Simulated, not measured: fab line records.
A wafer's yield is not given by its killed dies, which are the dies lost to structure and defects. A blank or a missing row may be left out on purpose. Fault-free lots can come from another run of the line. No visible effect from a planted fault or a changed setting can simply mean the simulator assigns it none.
fab line records -- flow sky130
record: lots: 13, wafers: 39, last_day: 50
route steps=708 shown FIELD_ISO@14 NWELL@77 SONOS_TUNNEL@161 PAD_OPEN@708
lots that met no fault: from a run of the same line without faults
start_h: hours from the record's first day to the start of the lot's first wafer shown -- wait_h: how many hours have passed since the lot's step before this one -- " the same as in the row above -- L1.1+2: a single row standing in for several wafers -- - value missing, or start not given -- * or withheld: withheld -- < > ~ a bound
route shown NAME@n: a module of which the file shows steps, and the number in the route of the first -- usual: average and standard deviation across the fault-free wafers -- same: alike in all rows -- chamber/n: place in a boat -- sites: readings site by site -- _std_site: standard deviation of those values -- _edge_site: outer sites' mean less inner sites' -- radius_mm: for every site, how far away it sits from the centre of the wafer -- mask NAME#n: copy n -- behind: the most recent tool/chamber to have shaped the wafer -- hold: the reason the lot was held/the length of the hold in hours/how it ended -- device: transistor that didn't switch, given as n, p or np -- end of line: the route-end tests of the same wafers -- a step given without rows: its recipe and nothing more -- killed: count of dies lost to structure and defects at first sort (not the wafer's yield) -- map: the dies of a wafer, with x for killed, . for not killed, _ for no die there
set.NAME: the setting the step ran with; set.NAME@STEP: the setting that earlier step ran with -- model.NAME: the simulator's own value behind a step, which no gauge read
the route's steps for a sample of lots (tables are steps, rows are wafers)
services: the hour from which a tool's chamber was out of use, counted from the record's first day as start_h (under 0 if before that day), plus the number of hours and why
== steps ==
step: SKY_FIELD_ISO_CD_MEAS_13
recipe: target_cd_nm: 150
usual: cd_nm: 150.0/1.7
lot.wafer,tool,chamber,start_h,wait_h,cd_nm
L894.1,cd_sem-02,-,29.58,-,150.1
L894.5,cd_sem-02,-,29.58,-,148.1
L894.6,cd_sem-02,-,29.58,-,149.5
L895.3,cd_sem-02,-,34.66,-,151.9
L895.4,cd_sem-02,-,34.66,-,151.3
L895.5,cd_sem-02,-,34.66,-,152.3
L896.2,cd_sem-01,-,39.02,-,149.1
L896.5,cd_sem-01,-,39.02,-,148.8
L896.6,cd_sem-01,-,39.02,-,149.4
L897.1,cd_sem-01,-,45.25,-,149.1
L897.2,cd_sem-01,-,45.25,-,150.3
L897.4,cd_sem-01,-,45.25,-,148.9
L898.1,cd_sem-01,-,49.85,-,151.3
L898.2,cd_sem-01,-,49.85,-,152.1
L898.4,cd_sem-01,-,49.85,-,150.6
L900.1,cd_sem-02,-,59.70,-,147.8
L900.2,cd_sem-02,-,59.70,-,148.1
L900.5,cd_sem-02,-,59.70,-,147.4
L903.1,cd_sem-01,-,78.28,-,151.4
L903.4,cd_sem-01,-,78.28,-,150.4
L903.6,cd_sem-01,-,78.28,-,151.6
L905.1,cd_sem-02,-,85.35,-,147.9
L905.2,cd_sem-02,-,85.35,-,148.8
L905.6,cd_sem-02,-,85.35,-,150.2
L907.1,cd_sem-01,-,95.80,-,150.2
L907.3,cd_sem-01,-,95.80,-,150.6
L907.4,cd_sem-01,-,95.80,-,151.3
L913.1,cd_sem-02,-,129.10,-,149.3
L913.3,cd_sem-02,-,129.10,-,150.7
L913.4,cd_sem-02,-,129.10,-,150.1
L914.1,cd_sem-01,-,135.50,-,153.2
L914.3,cd_sem-01,-,135.50,-,151.7
L914.6,cd_sem-01,-,135.50,-,151.3
L916.2,cd_sem-02,-,143.82,-,149.7
L916.3,cd_sem-02,-,143.82,-,150.7
L916.6,cd_sem-02,-,143.82,-,149.3
L917.3,cd_sem-02,-,148.27,-,152.5
L917.4,cd_sem-02,-,148.27,-,154.0
L917.6,cd_sem-02,-,148.27,-,154.1
step: SKY_FIELD_ISO_CMP_27
recipe: stop_on: Si3N4, t_overpolish_s: 16, down_force_psi: 4, platen_rpm: 60, target_thk_nm: 457.8, pad_velocity_m_s: 0.94248
usual: motor_current_A: 11.6/1, overpolish_run_s: 16.000/0.0095, time_to_endpoint_s: 115/3.5
lot.wafer,tool,chamber,start_h,wait_h,motor_current_A,overpolish_run_s,time_to_endpoint_s
L894.1,cmp-02,3,35.94,0.1,14.3,15.997,111
L894.6,cmp-02,0,35.94,0.1,10.5,15.992,112
L894.5,cmp-02,1,35.94,0.1,12.9,15.991,116
L895.3,cmp-01,0,41.91,0.2,11.7,15.987,114
L895.4,cmp-01,2,41.91,0.2,11.1,16.009,112
L895.5,cmp-01,3,41.91,0.2,11.0,16.008,119
L896.2,cmp-02,0,44.76,0.1,10.6,16.006,109
L896.6,cmp-02,3,44.76,0.1,14.8,16.011,105
L896.5,cmp-02,0,44.76,0.1,10.9,16.010,111
L897.1,cmp-02,1,50.74,0.0,13.1,16.010,117
L897.2,cmp-02,2,50.74,0.0,11.5,15.976,120
L897.4,cmp-02,0,50.74,0.0,11.1,16.014,117
L898.4,cmp-01,1,57.11,0.0,12.1,16.006,112
L898.2,cmp-01,3,57.11,0.0,10.7,16.004,121
L898.1,cmp-01,0,57.11,0.0,12.0,16.020,114
L900.2,cmp-01,3,64.54,0.0,10.9,16.013,119
L900.1,cmp-01,0,64.54,0.0,12.2,15.994,119
L900.5,cmp-01,3,64.54,0.0,10.5,16.002,122
L903.1,cmp-01,3,86.10,2.7,11.0,16.006,116
L903.4,cmp-01,0,86.10,2.7,11.3,16.001,115
L903.6,cmp-01,2,86.10,2.7,11.2,16.002,115
L905.2,cmp-01,3,90.57,0.0,10.6,16.004,117
L905.1,cmp-01,2,90.57,0.0,10.7,16.008,113
L905.6,cmp-01,3,90.57,0.0,11.0,16.007,117
L907.4,cmp-01,0,100.07,0.6,11.6,16.013,117
L907.3,cmp-01,1,100.07,0.6,11.5,16.009,112
L907.1,cmp-01,3,100.07,0.6,10.3,16.001,121
L913.4,cmp-01,1,134.07,0.1,12.9,16.018,112
L913.3,cmp-01,2,134.07,0.1,10.6,16.004,116
L913.1,cmp-01,3,134.07,0.1,10.8,16.001,115
L914.3,cmp-01,3,139.53,0.0,10.1,15.999,120
L914.1,cmp-01,1,139.53,0.0,11.4,15.998,115
L914.6,cmp-01,0,139.53,0.0,11.8,16.003,118
L916.2,cmp-02,1,148.78,0.1,13.9,16.004,120
L916.3,cmp-02,3,148.78,0.1,14.7,16.008,112
L916.6,cmp-02,1,148.78,0.1,13.4,15.994,117
L917.3,cmp-01,3,152.69,0.2,11.1,15.994,117
L917.4,cmp-01,1,152.69,0.2,12.2,16.001,116
L917.6,cmp-01,0,152.69,0.2,11.1,16.015,117
step: SKY_NWELL_IMPLANT_24
recipe: species: B, energy_kev: 140, dose_cm2: 9.2e+12, tilt_deg: withheld
usual: dose_ions_cm2: 9.202e+12/1e+10, faraday_current_uA: 51.9/0.98
lot.wafer,tool,chamber,start_h,wait_h,dose_ions_cm2,faraday_current_uA
L894.1,implanter-04,0,106.69,0.0,9.204e+12,51.5
L894.5,implanter-04,0,106.69,0.0,9.18e+12,52.6
L894.6,implanter-04,0,106.69,0.0,9.204e+12,53.2
L895.3,implanter-04,0,111.94,0.1,9.226e+12,50.9
L895.4,implanter-04,0,111.94,0.1,9.216e+12,51.8
L895.5,implanter-04,0,111.94,0.1,9.21e+12,51.5
L896.2,implanter-03,0,115.84,0.0,9.193e+12,52.9
L896.5,implanter-03,0,115.84,0.0,9.197e+12,51.3
L896.6,implanter-03,0,115.84,0.0,9.181e+12,50.3
L897.1,implanter-03,0,123.54,0.0,9.2e+12,53.2
L897.2,implanter-03,0,123.54,0.0,9.214e+12,52.7
L897.4,implanter-03,0,123.54,0.0,9.211e+12,50.7
L898.1,implanter-02,0,129.32,0.0,9.207e+12,52.0
L898.2,implanter-02,0,129.32,0.0,9.202e+12,51.5
L898.4,implanter-02,0,129.32,0.0,9.196e+12,52.2
L900.1,implanter-03,0,138.99,0.0,9.233e+12,52.5
L900.2,implanter-03,0,138.99,0.0,9.198e+12,51.2
L900.5,implanter-03,0,138.99,0.0,9.215e+12,53.0
L903.1,implanter-03,0,162.94,0.0,9.201e+12,52.2
L903.4,implanter-03,0,162.94,0.0,9.211e+12,51.7
L903.6,implanter-03,0,162.94,0.0,9.208e+12,52.0
L905.1,implanter-04,0,168.99,0.0,9.195e+12,51.8
L905.2,implanter-04,0,168.99,0.0,9.204e+12,52.4
L905.6,implanter-04,0,168.99,0.0,9.202e+12,52.3
L907.1,implanter-02,0,178.53,0.0,9.187e+12,52.7
L907.3,implanter-02,0,178.53,0.0,9.195e+12,52.6
L907.4,implanter-02,0,178.53,0.0,9.199e+12,51.7
L913.1,implanter-02,0,217.73,0.0,9.205e+12,49.9
L913.3,implanter-02,0,217.73,0.0,9.18e+12,50.3
L913.4,implanter-02,0,217.73,0.0,9.191e+12,54.2
L914.1,implanter-02,0,227.24,0.0,1.0212e+13,57.0
L914.3,implanter-02,0,227.24,0.0,1.0228e+13,56.9
L914.6,implanter-02,0,227.24,0.0,1.0224e+13,58.3
L916.2,implanter-02,0,236.01,0.0,1.0253e+13,56.2
L916.3,implanter-02,0,236.01,0.0,1.0227e+13,57.5
L916.6,implanter-02,0,236.01,0.0,1.0241e+13,57.8
L917.3,implanter-04,0,241.13,0.1,9.189e+12,52.8
L917.4,implanter-04,0,241.13,0.1,9.194e+12,52.0
L917.6,implanter-04,0,241.13,0.1,9.196e+12,51.4
step: SKY_SONOS_TUNNEL_CD_MEAS_07
recipe: target_cd_nm: 410
usual: cd_nm: 409.6/2.2
lot.wafer,tool,chamber,start_h,wait_h,cd_nm
L894.1,cd_sem-01,-,251.51,0.1,413.3
L894.5,cd_sem-01,-,251.51,0.1,411.4
L894.6,cd_sem-01,-,251.51,0.1,410.2
L895.3,cd_sem-01,-,257.04,0.1,409.4
L895.4,cd_sem-01,-,257.04,0.1,409.5
L895.5,cd_sem-01,-,257.04,0.1,408.8
L896.2,cd_sem-01,-,263.07,0.1,408.5
L896.5,cd_sem-01,-,263.07,0.1,409.9
L896.6,cd_sem-01,-,263.07,0.1,408.4
L897.1,cd_sem-01,-,273.41,0.1,412.3
L897.2,cd_sem-01,-,273.41,0.1,410.2
L897.4,cd_sem-01,-,273.41,0.1,408.9
L898.1,cd_sem-01,-,281.06,0.1,412.8
L898.2,cd_sem-01,-,281.06,0.1,409.7
L898.4,cd_sem-01,-,281.06,0.1,409.8
L900.1,cd_sem-02,-,294.50,0.1,410.4
L900.2,cd_sem-02,-,294.50,0.1,411.5
L900.5,cd_sem-02,-,294.50,0.1,409.5
L903.1,cd_sem-02,-,324.90,0.1,410.2
L903.4,cd_sem-02,-,324.90,0.1,411.8
L903.6,cd_sem-02,-,324.90,0.1,411.3
L905.1,cd_sem-02,-,334.36,0.1,405.3
L905.2,cd_sem-02,-,334.36,0.1,405.2
L905.6,cd_sem-02,-,334.36,0.1,402.3
L907.1,cd_sem-02,-,345.95,0.1,408.7
L907.3,cd_sem-02,-,345.95,0.1,408.7
L907.4,cd_sem-02,-,345.95,0.1,409.1
L913.1,cd_sem-01,-,396.05,0.1,408.1
L913.3,cd_sem-01,-,396.05,0.1,407.6
L913.4,cd_sem-01,-,396.05,0.1,407.0
L914.1,cd_sem-01,-,411.15,0.1,409.6
L914.3,cd_sem-01,-,411.15,0.1,407.8
L914.6,cd_sem-01,-,411.15,0.1,408.4
L916.2,cd_sem-02,-,424.07,0.1,411.6
L916.3,cd_sem-02,-,424.07,0.1,410.3
L916.6,cd_sem-02,-,424.07,0.1,410.5
L917.3,cd_sem-02,-,428.84,0.1,410.0
L917.4,cd_sem-02,-,428.84,0.1,409.6
L917.6,cd_sem-02,-,428.84,0.1,408.0
step: SKY_PAD_OPEN_PROBE_99
usual: killed_at_M0_to_M3: 44/7.4, killed_at_M4_up: 3.2/1.8, killed_at_contacts: 25/5.2, killed_at_front_end: 15/4.5, killed_at_other: 0.2/0.43, killed_dies: 87/9.6, killed_open: 48/7.6, killed_short: 40/5.7
same: gross_dies: 492, killed_at_back_side: 0
lot.wafer,tool,chamber,start_h,wait_h,killed_at_M0_to_M3,killed_at_M4_up,killed_at_contacts,killed_at_front_end,killed_at_other,killed_dies,killed_open,killed_short
L907.1,prober-02,-,1149.52,0.1,49,5,18,18,0,90,46,44
L907.3,prober-02,-,1149.62,0.2,53,2,32,16,1,104,54,50
L907.4,prober-02,-,1149.67,0.2,43,3,30,22,0,98,47,51
killed by level:class
L907.1 VIA1:geometric_particle:open=14 FIELD_ISO:geometric_particle:short=9 VIA3:geometric_particle:open=8 FIELD_ISO:geometric_particle:open=7 CONTACT:geometric_particle:open=7 METAL2:geometric_particle:short=6 METAL1:geometric_particle:short=5 CONTACT:geometric_particle:short=4
L907.3 CONTACT:geometric_particle:open=11 METAL1:geometric_particle:short=11 LI_CONTACT:geometric_particle:open=10 VIA3:geometric_particle:open=8 METAL2:geometric_particle:short=7 VIA1:geometric_particle:open=7 LOCAL_INTERCONNECT:geometric_particle:short=6 VIA1:geometric_particle:short=6
L907.4 VIA1:geometric_particle:open=9 CONTACT:geometric_particle:short=8 CONTACT:geometric_particle:open=8 METAL1:geometric_particle:short=7 FIELD_ISO:geometric_particle:open=6 POLY_GATE:geometric_particle:short=6 LI_CONTACT:geometric_particle:open=6 METAL2:geometric_particle:short=6
== services ==
tool,chamber,start_h,hours,kind
cmp-02,-,19.99,8.0,pm
cmp-02,-,39.93,2.3,repair
implanter-04,-,56.03,3.5,repair
cmp-02,-,59.69,65.6,repair
implanter-04,-,59.84,2.1,pm
implanter-02,-,60.47,2.8,pm
cmp-01,-,82.47,3.5,repair
implanter-03,-,91.38,3.1,pm
implanter-04,-,95.88,3.0,repair
cmp-01,-,102.70,3.7,repair
cmp-01,-,113.87,0.5,repair
implanter-04,-,114.33,5.4,pm
cmp-02,-,125.30,4.0,pm
implanter-04,-,134.31,6.1,repair
cmp-01,-,171.81,5.3,pm
cmp-02,-,174.81,0.6,repair
cmp-01,-,179.24,1.8,repair
cmp-01,-,186.86,2.6,repair
cmp-01,-,189.40,1.9,repair
implanter-03,-,209.59,3.6,pm
implanter-04,-,212.20,6.6,repair
cmp-02,-,231.13,11.7,pm
cmp-01,-,232.00,4.0,pm
cmp-01,-,236.00,-,consumable_replace:conditioner
== key ==
first_sign: step: SKY_NWELL_IMPLANT_24, reading: dose_ions_cm2, direction: up, sigmas: 99+, usual: *, struck: *
effect: step: SKY_NWELL_IMPLANT_24, reading: faraday_current_uA, direction: up, sigmas: 5.5, usual: 51.9, struck: 57.3
met_at SKY_NWELL_IMPLANT_24
struck_lots L914,L916
tester_left_out L914,L916
not_acting_at SKY_FIELD_ISO_CD_MEAS_13,SKY_FIELD_ISO_CMP_27,SKY_SONOS_TUNNEL_CD_MEAS_07
onset_between 217.73 227.24
fault: kind: process_parameter_drift, tool: implanter-02, chamber: -, onset_h: 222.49, steps: SKY_NWELL_IMPLANT_24, channel: dose_cm2, offset: *, shape: step, end_h: 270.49, acts_in: *, stated: *
tester_left_out: of these lots the tester's yield and bins aren't shown, on N5 and GAA mostly nor the transistor test; their killed dies are dies lost to structure and defects alone, not to doping, threshold or leakage, so they don't give the yield
